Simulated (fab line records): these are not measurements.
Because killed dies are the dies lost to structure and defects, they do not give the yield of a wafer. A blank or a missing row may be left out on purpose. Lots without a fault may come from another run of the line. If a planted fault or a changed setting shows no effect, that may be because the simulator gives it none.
Shared-tool check + flow sky130 + 30 wafers sampled across 10 lots

== WHAT PROMPTED THE OPENING ==
SKY_VIA1_RS_MEAS_22, reading VIA1_W_RS: flagged on 2 of 10 lots. Wafers without a fault read 0.431 ohm/sq, standard deviation 0.0042.
Rule: a lot is flagged in two cases, either no wafer of it has a number, or all its wafers with numbers fall more than 4 standard deviations from that mean. As for the other lots, they are considered sound.

| lot  | measured     | on           | VIA1_W_RS (ohm/sq), wafer by wafer | flag    |
|------|--------------|--------------|------------------------------------|---------|
| L304 | day 33 13:49 | filmMetro-04 | 0.432 0.435 0.439                  |         |
| L307 | day 34 15:34 | filmMetro-04 | 0.434 0.431 0.437                  |         |
| L313 | day 36 19:31 | filmMetro-02 | 0.313 0.314 0.314                  | FLAGGED |
| L314 | day 37 03:55 | filmMetro-02 | 0.319 0.317 0.318                  | FLAGGED |
| L317 | day 37 20:51 | filmMetro-04 | 0.430 0.431 0.423                  |         |
| L319 | day 38 12:11 | filmMetro-01 | 0.426 0.424 0.428                  |         |
| L323 | day 40 06:56 | filmMetro-04 | 0.432 0.431 0.435                  |         |
| L325 | day 40 19:55 | filmMetro-02 | 0.429 0.429 0.427                  |         |
| L327 | day 41 00:02 | filmMetro-04 | 0.435 0.433 0.434                  |         |
| L326 | day 41 01:02 | filmMetro-01 | 0.438 0.435 0.435                  |         |
On average the flagged lots' numbers are 0.316 ohm/sq, which is -0.115 ohm/sq against the usual, or -27 standard deviations.

== WHICH TOOL RAN EACH LOT ==
The record keeps 1 process step preceding the reading, out of 708 steps on the route. Every cell lists first the tool, next ch and the chambers used by the sampled wafers, and last the start.
| lot  | flag    | SKY_VIA1_CVD_21              |
|------|---------|------------------------------|
| L304 |         | cvdW-01 ch 0,1, day 33 13:42 |
| L307 |         | cvdW-02 ch 0,1, day 34 15:28 |
| L313 | FLAGGED | cvdW-01 ch 0,1, day 36 19:24 |
| L314 | FLAGGED | cvdW-01 ch 0, day 37 03:48   |
| L317 |         | cvdW-02 ch 0, day 37 20:45   |
| L319 |         | cvdW-02 ch 0,1, day 38 12:02 |
| L323 |         | cvdW-01 ch 0,1, day 40 06:50 |
| L325 |         | cvdW-01 ch 1, day 40 19:49   |
| L327 |         | cvdW-02 ch 0, day 40 23:57   |
| L326 |         | cvdW-01 ch 0,1, day 41 00:55 |
What the steps here do:
- SKY_VIA1_CVD_21: deposits W, target thk 270 nm, time 80.902 s.
- SKY_VIA1_RS_MEAS_22: measures by four-point-probe.

== FLAGGED AGAINST TOTAL, ONE TOOL AT A TIME (gauges that did the reading follow at the end) ==
| step                | tool         | lots run | flagged | share of the flagged lots | sound lots run after its first flagged lot |
|---------------------|--------------|----------|---------|---------------------------|--------------------------------------------|
| SKY_VIA1_CVD_21     | cvdW-01      | 6        | 2       | all                       | 3 (L323,L325,L326)                         |
| SKY_VIA1_CVD_21     | cvdW-02      | 4        | 0       | none                      | -                                          |
| SKY_VIA1_RS_MEAS_22 | filmMetro-01 | 2        | 0       | none                      | -                                          |
| SKY_VIA1_RS_MEAS_22 | filmMetro-02 | 3        | 2       | all                       | 1 (L325)                                   |
| SKY_VIA1_RS_MEAS_22 | filmMetro-04 | 5        | 0       | none                      | -                                          |

== WHAT IS ALLOWED BY THE TABLE ==
Rows of the table that ran all the flagged lots, 2 in number: cvdW-01 at SKY_VIA1_CVD_21; filmMetro-02 at SKY_VIA1_RS_MEAS_22.
- cvdW-01 at SKY_VIA1_CVD_21 ran 6 lots, 2 of them flagged. Sound lots ran on it after the first flagged one (L323, L325, L326), which a lasting fault on the whole tool wouldn't allow.
- filmMetro-02 at SKY_VIA1_RS_MEAS_22 ran 3 lots, 2 of them flagged. Sound lots ran on it after the first flagged one (L325), which a lasting fault on the whole tool wouldn't allow.
Not one row of the table ran every flagged lot while running no sound lot after the first.

== WHAT HAD BEEN PUT IN BY THE SIMULATOR ==
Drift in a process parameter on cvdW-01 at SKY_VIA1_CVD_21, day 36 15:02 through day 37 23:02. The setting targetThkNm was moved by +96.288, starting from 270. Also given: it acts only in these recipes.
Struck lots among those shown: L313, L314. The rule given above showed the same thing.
